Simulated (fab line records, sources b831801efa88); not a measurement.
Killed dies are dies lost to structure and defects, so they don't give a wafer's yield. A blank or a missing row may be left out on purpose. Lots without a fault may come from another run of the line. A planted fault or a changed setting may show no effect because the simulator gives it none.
fab line records | flow sfq_line
record lots=6 wafers=18 last_day=91
route steps=325 shown M1@62 I1@73 M2@88 I2@103 M8@325
lots that met no fault: from a run of the same line without faults
start_h: hours from the record's first day to the start of the lot's first wafer shown | wait_h: hours since the lot's step before | " the same as in the row above | L1.1+2: a row that stands for several wafers | - no value, or no start given | * or withheld: withheld | < > ~ a bound
route shown NAME@n: a module of which the file shows steps, and the number in the route of the first | usual: mean/standard deviation of fault-free wafers | same: alike in all rows | chamber/n: place in a boat | sites: the reading at each site | _std_site: their standard deviation | _edge_site: outer sites' mean less inner sites' | radius_mm: how far each site lies from the wafer's centre | mask NAME#n: copy n | behind: the tool/chamber that last shaped the wafer | hold: why the lot was held/for how many hours/how that ended | device: the transistor (n, p or np) that didn't switch | end of line: the same wafers' tests at the end of the route | a step without rows: its recipe alone | killed: dies lost to structure and defects at the first sort, not the wafer's yield | map: a wafer's dies, x killed, . not, _ none there
set.NAME: the setting as run; set.NAME@STEP: as run at that earlier step | model.NAME: the simulator's own value behind a step, which no gauge read
lots at some steps of the route; a table a step, a row a wafer
services: from which hour (start_h, from the record's first day; less than 0 if before it) a tool's chamber was out of use, for how many hours, and why
## steps
# step SFQ_TRILAYER_M1_LITHO_COAT_044
# recipe resist=BARC spin_rpm=3000 resist_thk_nm=62
# step SFQ_TRILAYER_M1_LITHO_COAT_039
# recipe resist=KrF spin_rpm=3000 resist_thk_nm=600
# step SFQ_TRILAYER_M1_LITHO_SOFTBAKE_043
# recipe temp_c=withheld time_s=withheld resist=KrF
# step SFQ_TRILAYER_M1_LITHO_EXPOSE_040
# recipe mask_id=M1 na=0.6 source_shape=conventional sigma_outer=0.65 target_cd_nm=500 dose_mj=14.4
# step SFQ_TRILAYER_M1_LITHO_PEB_042
# recipe peb_temp_c=115 peb_time_s=60 resist=KrF
# step SFQ_TRILAYER_M1_LITHO_DEVELOP_041
# recipe time_s=60 resist=KrF
# step SFQ_M1_OVL_MEAS_911
# usual M1_OVL=-1/5.5
# columns lot.wafer tool chamber start_h wait_h M1_OVL[nm]
L116.1 overlay-01 - 241.03 0.1 1
L116.2 " - " " 1
L116.5 " - " " 1
L117.1 overlay-01 - 306.70 0.1 -3
L117.5 " - " " -4
L117.6 " - " " -4
L119.1 overlay-01 - 326.43 0.1 1
L119.5 " - " " 0
L119.6 " - " " 2
L122.1 overlay-01 - 366.25 0.1 3
L122.2 " - " " 7
L122.4 " - " " 4
L128.1 overlay-01 - 579.88 0.1 -1
L128.4 " - " " 1
L128.6 " - " " 1
L129.1 overlay-02 - 583.48 0.1 0
L129.3 " - " " -5
L129.4 " - " " 3
# step SFQ_TRILAYER_M1_BARC_OPEN_METAL_ETCH_054
# recipe mask_material=PR chemistry=O2 target_depth_nm=125 target=BARC icp_w=600 bias_w=80 pressure_mtorr=10 time_s=41.7
# usual chamber_pressure_mTorr=10.000/0.0094 drypump_motor_current_A=5.4/0.38 oes_product_au=0.684/0.0052
# columns lot.wafer tool chamber start_h wait_h chamber_pressure_mTorr drypump_motor_current_A oes_product_au rf_hours_counter_h
L116.1 rie_metal-01 0 241.07 0.0 9.988 5.8 0.677 57
L116.2 " 1 " " 9.994 5.4 0.685 84
L116.5 " 0 " " 10.002 5.9 0.686 -
L117.1 rie_metal-03 0 306.73 0.0 9.998 5.3 0.689 5
L117.5 " 0 " " 10.017 5.2 0.675 -
L117.6 " 1 " " 10.000 5.6 0.690 -
L119.1 rie_metal-02 0 326.65 0.2 10.005 5.7 0.685 159
L119.5 " 0 " " 10.008 5.7 0.683 -
L119.6 " 0 " " 10.003 5.7 0.675 -
L122.1 rie_metal-01 1 366.29 0.0 9.998 5.4 0.681 98
L122.2 " 0 " " 9.982 5.8 0.680 71
L122.4 " 1 " " 10.010 5.4 0.686 -
L128.1 rie_metal-02 1 579.92 0.0 9.995 4.7 0.697 38
L128.4 " 0 " " 10.001 5.7 0.674 -
L128.6 " 0 " " 9.992 5.7 0.684 -
L129.1 rie_metal-01 1 583.52 0.0 10.008 5.4 0.679 125
L129.3 " 0 " " 10.004 5.8 0.702 -
L129.4 " 1 " " 9.996 5.4 0.684 -
# step SFQ_TRILAYER_M1_ETCH_METAL_ETCH_042
# recipe target=Nb stop_on=SiO2 mask_material=PR chemistry=Cl2/Ar target_depth_nm=240 icp_w=600 bias_w=80 pressure_mtorr=10 time_s=120
# step SFQ_TRILAYER_M1_STRIP_STRIP_043
# recipe gas=O2 power_w=200 platen_temp_c=40 overash_fraction=0.65 chemistry=O2 pressure_mtorr=50
# usual chamber_pressure_mTorr=50.00/0.046 drypump_motor_current_A=5.4/0.38 oes_product_au=1.001/0.012
# columns lot.wafer tool chamber start_h wait_h chamber_pressure_mTorr drypump_motor_current_A oes_product_au rf_hours_counter_h
L116.1 rie_metal-01 0 241.26 0.1 50.01 5.8 0.964 57
L116.2 " 1 " " 50.02 5.4 1.008 84
L116.5 " 0 " " 49.95 5.8 0.979 -
L117.1 rie_metal-03 0 306.92 0.1 50.00 5.3 0.991 5
L117.5 " 0 " " 50.01 5.3 0.988 -
L117.6 " 1 " " 49.93 5.5 1.019 -
L119.1 rie_metal-02 0 327.02 0.2 50.02 5.7 0.999 160
L119.5 " 0 " " 49.96 5.6 0.993 -
L119.6 " 0 " " 49.90 5.6 1.004 -
L122.1 rie_metal-01 1 366.47 0.1 50.03 5.4 1.012 98
L122.2 " 0 " " 49.93 5.8 0.989 71
L122.4 " 1 " " 49.94 5.4 1.004 -
L128.1 rie_metal-02 1 580.11 0.1 49.93 4.7 1.010 39
L128.4 " 0 " " 49.95 5.6 0.999 -
L128.6 " 0 " " 49.96 5.7 0.983 -
L129.1 rie_metal-01 1 583.71 0.1 50.00 5.4 1.011 126
L129.3 " 0 " " 50.01 5.8 0.978 -
L129.4 " 1 " " 50.03 5.4 1.016 -
# step SFQ_TRILAYER_M1_STRIP_SOLV_CLEAN_044
# recipe chemistry=NMP temp_c=70 time_s=600
# step SFQ_TRILAYER_I1_DEP_PECVD_045
# recipe material=SiO2 temp_c=150 time_s=111.11 pressure_torr=2.4 rf_w=183.3 precursor=SiH4/N2O target_thk_nm=500
# usual heater_power_w=85/15 showerhead_vpp_V=839/24 throttle_valve_pct=24.9/1.3
# columns lot.wafer tool chamber start_h wait_h heater_power_w showerhead_vpp_V throttle_valve_pct
L116.1 pecvd-04 1 242.05 0.0 62 847 24.0
L116.2 " 0 " " 86 821 22.6
L116.5 " 1 " " 66 846 24.2
L117.1 pecvd-04 2 307.69 0.0 73 845 23.5
L117.5 " 1 " " 56 842 24.2
L117.6 " 2 " " 78 843 23.4
L119.1 pecvd-01 2 328.40 0.0 107 831 26.1
L119.5 " 0 " " 74 839 26.2
L119.6 " 1 " " 79 836 27.1
L122.1 pecvd-01 2 367.25 0.0 95 823 26.2
L122.2 " 1 " " 78 840 26.9
L122.4 " 2 " " 98 823 26.0
L128.1 pecvd-04 2 580.88 0.0 78 835 23.6
L128.4 " 0 " " 91 798 23.4
L128.6 " 1 " " 56 831 24.8
L129.1 pecvd-04 0 584.48 0.0 89 813 23.4
L129.3 " 1 " " 63 837 24.9
L129.4 " 0 " " 95 819 23.4
# step SFQ_TRILAYER_I1_CMP_CMP_046
# recipe material=SiO2 down_force_psi=3 platen_rpm=60 pad_velocity_m_s=0.94248
# usual motor_current_A=9.8/0.55 time_to_endpoint_s=218/7.4
# columns lot.wafer tool chamber start_h wait_h motor_current_A time_to_endpoint_s model.SiO2_of_TRILAYER_I1_DEP_PECVD_045.thk_nm
L116.2 cmp-02 1 255.81 13.7 9.9 209 198.4
L116.1 " 2 " " 10.0 207 199.4
L116.5 " 0 257.31 15.2 11.0 214 199.2
L117.1 cmp-01 2 311.13 3.4 9.5 230 200.4
L117.5 " 3 " " 10.9 221 200.8
L117.6 " 0 " " 8.9 232 200.7
L119.1 cmp-02 1 330.56 2.1 10.0 240 149.3
L119.6 " 2 " " 9.5 261 151.3
L119.5 " 3 " " 10.0 248 149.8
L122.4 cmp-02 1 367.43 0.1 9.6 254 147.7
L122.1 " 2 " " 9.8 253 150
L122.2 " 3 " " 9.2 245 147.7
L128.4 cmp-02 3 581.96 1.0 9.5 226 198.5
L128.1 " 0 " " 10.7 223 199.2
L128.6 " 1 " " 9.9 219 198.9
L129.3 cmp-02 3 588.01 3.5 9.4 218 199.2
L129.1 " 0 " " 10.8 222 200.4
L129.4 " 2 589.51 5.0 9.7 222 201.1
# step SFQ_I1_BOW_MEAS_912
# recipe mode=bow
# usual I1_BOW=0/7.8
# columns lot.wafer tool chamber start_h wait_h I1_BOW[um]
L116.1 film_metro-03 - 257.81 1.0 -11
L116.2 " - " " 3
L116.5 " - " " 4
L117.1 film_metro-03 - 312.63 1.0 3
L117.5 " - " " -14
L117.6 " - " " 3
L119.1 film_metro-03 - 332.06 1.0 5
L119.5 " - " " -3
L119.6 " - " " 3
L122.1 film_metro-03 - 370.43 2.0 -14
L122.2 " - " " 3
L122.4 " - " " 5
L128.1 film_metro-03 - 583.96 1.0 4
L128.4 " - " " 5
L128.6 " - " " 13
L129.1 film_metro-01 - 591.01 2.0 1
L129.3 " - " " 13
L129.4 " - " " 14
# step SFQ_TRILAYER_I1_METRO_MEASURE_047
# usual thk_nm=200.4/1.2
# columns lot.wafer tool chamber start_h wait_h thk_nm
L116.1 film_metro-03 - 257.93 0.1 199.4
L116.2 " - " " 198.5
L116.5 " - " " 199.3
L117.1 film_metro-03 - 312.75 0.1 200.3
L117.5 " - " " 200.7
L117.6 " - " " 200.5
L119.1 film_metro-03 - 332.18 0.1 149.5
L119.5 " - " " 149.6
L119.6 " - " " 151.4
L122.1 film_metro-03 - 370.55 0.1 150.1
L122.2 " - " " 147.7
L122.4 " - " " 147.8
L128.1 film_metro-03 - 584.08 0.1 199.3
L128.4 " - " " 198.6
L128.6 " - " " 198.9
L129.1 film_metro-01 - 591.13 0.1 200.4
L129.3 " - " " 199.1
L129.4 " - " " 201.2
# step SFQ_TRILAYER_I1_VIA_LITHO_COAT_054
# recipe resist=BARC spin_rpm=3000 resist_thk_nm=62
# step SFQ_TRILAYER_I1_VIA_LITHO_COAT_049
# recipe resist=KrF spin_rpm=3000 resist_thk_nm=650
# step SFQ_TRILAYER_I1_VIA_LITHO_SOFTBAKE_053
# recipe temp_c=withheld time_s=withheld resist=KrF
# step SFQ_TRILAYER_I1_VIA_LITHO_EXPOSE_050
# recipe mask_id=I1 na=0.6 source_shape=conventional sigma_outer=0.65 target_cd_nm=500 dose_mj=21.3
# step SFQ_TRILAYER_I1_VIA_LITHO_PEB_052
# recipe peb_temp_c=115 peb_time_s=60 resist=KrF
# step SFQ_TRILAYER_I1_VIA_LITHO_DEVELOP_051
# recipe time_s=60 resist=KrF
# step SFQ_I1_OVL_MEAS_913
# usual I1_OVL=-3/5.5
# columns lot.wafer tool chamber start_h wait_h I1_OVL[nm]
L116.1 overlay-02 - 382.37 0.1 3
L116.2 " - " " -2
L116.5 " - " " 6
L117.1 overlay-01 - 458.18 0.1 1
L117.5 " - " " 0
L117.6 " - " " 5
L119.1 overlay-01 - 483.51 0.1 -9
L119.5 " - " " -11
L119.6 " - " " -6
L122.1 overlay-02 - 523.11 0.1 9
L122.2 " - " " 11
L122.4 " - " " 8
L128.1 overlay-01 - 590.09 0.1 -6
L128.4 " - " " -6
L128.6 " - " " -5
L129.1 overlay-02 - 594.58 0.1 -1
L129.3 " - " " 5
L129.4 " - " " -6
# step SFQ_TRILAYER_I1_VIA_BARC_OPEN_VIA_ETCH_071
# recipe mask_material=PR chemistry=O2 target_depth_nm=125 target=BARC source_w=500 bias_w=80 pressure_mtorr=30 time_s=41.7
# usual chamber_pressure_mTorr=30.00/0.03 drypump_motor_current_A=6.1/0.57 oes_product_au=0.685/0.0051
# columns lot.wafer tool chamber start_h wait_h chamber_pressure_mTorr drypump_motor_current_A oes_product_au rf_hours_counter_h
L116.1 rie_diel-01 3 382.41 0.0 29.98 6.5 0.676 1
L116.2 " 1 " " 30.06 6.7 0.684 7
L116.5 " 0 " " 29.99 6.0 0.684 -
L117.1 rie_diel-01 3 458.22 0.0 29.99 6.4 0.681 3
L117.5 " 1 " " 29.87 6.6 0.691 -
L117.6 " 3 " " 29.99 6.4 0.683 -
L119.1 rie_diel-01 1 483.55 0.0 29.97 6.7 0.681 9
L119.5 " 3 " " 30.00 6.5 0.680 -
L119.6 " 2 " " 29.99 5.0 0.682 -
L122.1 rie_diel-01 0 523.15 0.0 30.00 6.0 0.692 28
L122.2 " 3 " " 30.01 6.5 0.686 4
L122.4 " 2 " " 30.03 5.0 0.685 49
L128.1 rie_diel-01 1 590.13 0.0 30.04 6.6 0.684 11
L128.4 " 3 " " 29.98 6.4 0.684 5
L128.6 " 1 " " 30.01 6.6 0.683 -
L129.1 rie_diel-01 3 594.62 0.0 30.05 6.4 0.683 5
L129.3 " 2 " " 30.03 5.0 0.676 50
L129.4 " 1 " " 30.01 6.7 0.678 11
# step SFQ_TRILAYER_I1_VIA_ETCH_VIA_ETCH_052
# recipe target=SiO2 stop_on=Nb mask_material=PR taper_deg=20 chemistry=CHF3 target_depth_nm=260 source_w=500 bias_w=80 pressure_mtorr=30 time_s=withheld
# usual chamber_pressure_mTorr=30.002/0.029 drypump_motor_current_A=6.1/0.57 oes_product_au=0.855/0.0053
# columns lot.wafer tool chamber start_h wait_h chamber_pressure_mTorr drypump_motor_current_A oes_product_au model.etch.depth_nm model.I1.feature_depth_nm
L116.1 rie_diel-01 3 382.45 0.0 30.000 6.5 0.851 199.4 199.4
L116.2 " 1 " " 30.006 6.7 0.854 198.4 198.4
L116.5 " 0 " " 30.011 6.0 0.856 199.2 199.2
L117.1 rie_diel-01 3 458.26 0.0 29.988 6.4 0.858 200.4 200.4
L117.5 " 1 " " 30.003 6.7 0.854 200.8 200.8
L117.6 " 3 " " 30.029 6.4 0.854 200.7 200.7
L119.1 rie_diel-01 1 483.59 0.0 30.012 6.7 0.728 149.3 149.3
L119.5 " 3 " " 29.990 6.4 0.739 149.8 149.8
L119.6 " 2 " " 29.996 5.0 0.743 151.3 151.3
L122.1 rie_diel-01 0 523.19 0.0 30.032 6.0 0.731 150 150
L122.2 " 3 " " 30.008 6.4 0.730 147.7 147.7
L122.4 " 2 " " 29.973 5.0 0.733 147.7 147.7
L128.1 rie_diel-01 1 590.17 0.0 29.990 6.7 0.853 199.2 199.2
L128.4 " 3 " " 29.976 6.4 0.854 198.5 198.5
L128.6 " 1 " " 29.983 6.7 0.847 198.9 198.9
L129.1 rie_diel-01 3 594.66 0.0 29.909 6.4 0.859 200.4 200.4
L129.3 " 2 " " 30.032 5.0 0.849 199.2 199.2
L129.4 " 1 " " 29.989 6.6 0.853 201.1 201.1
# step SFQ_TRILAYER_I1_VIA_STRIP_STRIP_053
# recipe gas=O2 power_w=200 platen_temp_c=40 overash_fraction=0.65 chemistry=O2 pressure_mtorr=50
# step SFQ_TRILAYER_I1_VIA_STRIP_SOLV_CLEAN_054
# recipe chemistry=NMP temp_c=70 time_s=600
# step SFQ_TRILAYER_M2_DEP_PRE_CLEAN_056
# recipe gas=Ar time_s=22.5 bias_v=250
# columns lot.wafer tool chamber start_h wait_h model.SiO2_of_TRILAYER_I1_DEP_PECVD_045.thk_nm
L116.1 pvd_sputter-06 - 383.33 0.0 191.9
L116.2 " - " " 190.9
L116.5 " - " " 191.7
L117.1 pvd_sputter-04 - 459.15 0.0 192.9
L117.5 " - " " 193.3
L117.6 " - " " 193.2
L119.1 pvd_sputter-05 - 484.47 0.0 141.8
L119.5 " - " " 142.3
L119.6 " - " " 143.8
L122.1 pvd_sputter-06 - 524.07 0.0 142.5
L122.2+4 " - " " 140.2
L128.1 pvd_sputter-04 - 591.06 0.0 191.7
L128.4 " - " " 191
L128.6 " - " " 191.4
L129.1 pvd_sputter-04 - 595.55 0.0 192.9
L129.3 " - " " 191.7
L129.4 " - " " 193.6
# step SFQ_TRILAYER_M2_DEP_SPUTTER_055
# recipe material=Nb base_pressure_pa=1.33e-06 chamber_pressure_pa=0.1333 substrate_temp_c=20 resputter_cathode_voltage_v=400 target_thk_nm=200 power_w=2000 time_s=133.3
# step SFQ_M2_RS_MEAS_914
# recipe thk_meas_gauge=four-point-probe reads=Nb_of_TRILAYER_M2_DEP_SPUTTER_055
# usual M2_NB_RS=0.894/0.0096
# columns lot.wafer tool chamber start_h wait_h M2_NB_RS[ohm/sq]
L116.1 film_metro-02 - 383.45 0.0 0.904
L116.2 " - " " 0.905
L116.5 " - " " 0.908
L117.1 film_metro-02 - 459.27 0.0 0.886
L117.5 " - " " 0.883
L117.6 " - " " 0.872
L119.1 film_metro-01 - 484.59 0.0 0.899
L119.5 " - " " 0.901
L119.6 " - " " 0.886
L122.1 film_metro-04 - 524.19 0.0 0.902
L122.2 " - " " 0.895
L122.4 " - " " 0.889
L128.1 film_metro-04 - 591.18 0.0 0.886
L128.4 " - " " 0.901
L128.6 " - " " 0.884
L129.1 film_metro-01 - 595.67 0.0 0.894
L129.3 " - " " 0.903
L129.4 " - " " 0.905
# step SFQ_TRILAYER_M2_LITHO_COAT_062
# recipe resist=BARC spin_rpm=3000 resist_thk_nm=62
# step SFQ_TRILAYER_M2_LITHO_COAT_057
# recipe resist=KrF spin_rpm=3000 resist_thk_nm=600
# step SFQ_TRILAYER_M2_LITHO_SOFTBAKE_061
# recipe temp_c=withheld time_s=withheld resist=KrF
# step SFQ_TRILAYER_M2_LITHO_EXPOSE_058
# recipe mask_id=M2 na=0.6 source_shape=conventional sigma_outer=0.65 target_cd_nm=500 dose_mj=14.4
# step SFQ_TRILAYER_M2_LITHO_PEB_060
# recipe peb_temp_c=115 peb_time_s=60 resist=KrF
# step SFQ_TRILAYER_M2_LITHO_DEVELOP_059
# recipe time_s=60 resist=KrF
# step SFQ_M2_OVL_MEAS_916
# usual M2_OVL=4/4.7
# columns lot.wafer tool chamber start_h wait_h M2_OVL[nm]
L116.1 overlay-01 - 386.01 0.1 -2
L116.2 " - " " 7
L116.5 " - " " 8
L117.1 overlay-02 - 461.70 0.1 -6
L117.5 " - " " -1
L117.6 " - " " -5
L119.1 overlay-02 - 636.28 0.1 4
L119.5 " - " " 4
L119.6 " - " " 3
L122.1 overlay-01 - 672.80 0.1 -1
L122.2 " - " " 0
L122.4 " - " " -1
L128.1 overlay-02 - 750.80 0.1 2
L128.4 " - " " 6
L128.6 " - " " 2
L129.1 overlay-02 - 759.19 0.1 3
L129.3 " - " " 2
L129.4 " - " " 2
# step SFQ_TRILAYER_M2_BARC_OPEN_METAL_ETCH_077
# recipe mask_material=PR chemistry=O2 target_depth_nm=125 target=BARC icp_w=600 bias_w=80 pressure_mtorr=10 time_s=41.7
# usual chamber_pressure_mTorr=10.000/0.009 drypump_motor_current_A=5.38/0.26 oes_product_au=0.685/0.0042
# columns lot.wafer tool chamber start_h wait_h chamber_pressure_mTorr drypump_motor_current_A oes_product_au rf_hours_counter_h
L116.1 rie_metal-04 1 386.05 0.0 10.000 5.32 0.691 4
L116.2 " 0 " " 10.005 5.07 0.682 52
L116.5 " 1 " " 10.001 5.32 0.687 -
L117.1 rie_metal-04 0 461.73 0.0 9.996 5.05 0.686 62
L117.5 " 0 " " 9.986 5.06 0.687 -
L117.6 " 1 " " 10.024 5.30 0.685 -
L119.1 rie_metal-04 0 636.32 0.0 10.000 5.05 0.696 86
L119.5 " 0 " " 9.996 5.07 0.686 -
L119.6 " 1 " " 9.996 5.29 0.683 -
L122.1 rie_metal-04 1 672.83 0.0 9.994 5.32 0.684 43
L122.2 " 0 " " 10.015 5.07 0.687 92
L122.4 " 0 " " 10.007 5.04 0.678 -
L128.1 rie_metal-03 1 750.83 0.0 9.992 5.53 0.694 42
L128.4 " 0 " " 10.012 5.24 0.690 -
L128.6 " 0 " " 10.003 5.24 0.687 -
L129.1 rie_metal-01 1 759.22 0.0 9.993 5.38 0.685 1
L129.3 " 0 " " 9.996 5.89 0.684 -
L129.4 " 1 " " 9.989 5.40 0.686 -
# step SFQ_TRILAYER_M2_ETCH_METAL_ETCH_060
# recipe target=Nb stop_on=SiO2 mask_material=PR chemistry=Cl2/Ar target_depth_nm=240 icp_w=600 bias_w=80 pressure_mtorr=10 time_s=120
# step SFQ_TRILAYER_M2_STRIP_STRIP_061
# recipe gas=O2 power_w=200 platen_temp_c=40 overash_fraction=0.65 chemistry=O2 pressure_mtorr=50
# step SFQ_TRILAYER_M2_STRIP_SOLV_CLEAN_062
# recipe chemistry=NMP temp_c=70 time_s=600
# step SFQ_TRILAYER_I2_DEP_PECVD_063
# recipe material=SiO2 temp_c=150 time_s=111.11 pressure_torr=2.4 rf_w=183.3 precursor=SiH4/N2O target_thk_nm=500
# step SFQ_M8_BOW_MEAS_951
# recipe mode=bow
# usual M8_BOW=7/10
# columns lot.wafer tool chamber start_h wait_h M8_BOW[um] model.etest.i1.link_ohm
L116.1 film_metro-02 - 2053.38 0.0 2 1.984
L116.2 " - " " 16 1.983
L116.5 " - " " 17 1.989
L117.1 film_metro-03 - 2056.98 0.0 15 1.964
L117.5 " - " " -3 1.955
L117.6 " - " " 15 1.956
L119.1 film_metro-02 - 2064.18 0.0 17 1.932
L119.5 " - " " 9 1.936
L119.6 " - " " 15 1.919
L122.1 film_metro-02 - 2153.69 0.0 -10 1.947
L122.2 " - " " 8 1.929
L122.4 " - " " 11 1.934
L128.1 film_metro-04 - 2171.69 0.0 13 1.981
L128.4 " - " " 14 1.972
L128.6 " - " " 21 1.978
L129.1 film_metro-04 - 2178.90 0.0 2 1.965
L129.3 " - " " 12 1.973
L129.4 " - " " 14 1.969
## services
# columns tool chamber start_h hours kind
rie_diel-01 - 217.40 14.6 pm
rie_diel-01 3 244.66 4.1 repair
film_metro-03 - 251.58 1.4 pm
rie_diel-01 - 259.03 0.6 repair
cmp-02 - 276.09 1.2 repair
rie_diel-01 0 279.07 4.3 repair
rie_metal-01 - 301.83 28.1 pm
rie_diel-01 0 339.78 14.8 repair
rie_diel-01 3 343.46 10.0 repair
cmp-02 - 360.64 0.5 repair
film_metro-03 - 380.57 1.9 pm
rie_diel-01 2 382.36 9.5 repair
cmp-02 - 408.43 4.0 pm
film_metro-03 - 427.41 0.8 pm
film_metro-03 - 429.96 17.6 repair
rie_diel-01 - 442.12 0.3 repair
rie_diel-01 0 457.20 1.9 repair
rie_diel-01 0 470.16 7.1 repair
cmp-02 - 490.13 0.9 repair
rie_diel-01 0 494.95 4.3 repair
film_metro-03 - 496.58 0.5 pm
rie_diel-01 - 617.72 1.0 repair
rie_metal-01 - 650.00 2.8 pm
rie_diel-01 2 756.80 32.3 repair
## key
first_sign step=SFQ_TRILAYER_I1_CMP_CMP_046 reading=time_to_endpoint_s direction=up sigmas=4.3 usual=* struck=*
effect step=SFQ_TRILAYER_I1_METRO_MEASURE_047 reading=thk_nm direction=down sigmas=44 usual=200.4 struck=149.4
effect step=SFQ_TRILAYER_I1_VIA_ETCH_VIA_ETCH_052 reading=oes_product_au direction=down sigmas=23 usual=0.855 struck=0.734
model_effect step=SFQ_TRILAYER_I1_CMP_CMP_046 value=SiO2_of_TRILAYER_I1_DEP_PECVD_045.thk_nm without=199.3 struck=149.3
model_effect step=SFQ_TRILAYER_I1_VIA_ETCH_VIA_ETCH_052 value=etch.depth_nm without=199.3 struck=149.3
model_effect step=SFQ_TRILAYER_M2_DEP_PRE_CLEAN_056 value=SiO2_of_TRILAYER_I1_DEP_PECVD_045.thk_nm without=191.8 struck=141.8
model_effect step=SFQ_M8_BOW_MEAS_951 value=etest.i1.link_ohm without=1.979 struck=1.933
met_at SFQ_TRILAYER_I1_CMP_CMP_046
struck_wafers L119.1,L119.5,L119.6,L122.1,L122.2,L122.4
onset_between 255.81 330.56
fault kind=process_parameter_drift tool=cmp-02 chamber=- onset_h=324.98 steps=SFQ_TRILAYER_I1_CMP_CMP_046 channel=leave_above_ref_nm offset=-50 shape=step end_h=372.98 acts_in=these_recipes_only stated=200
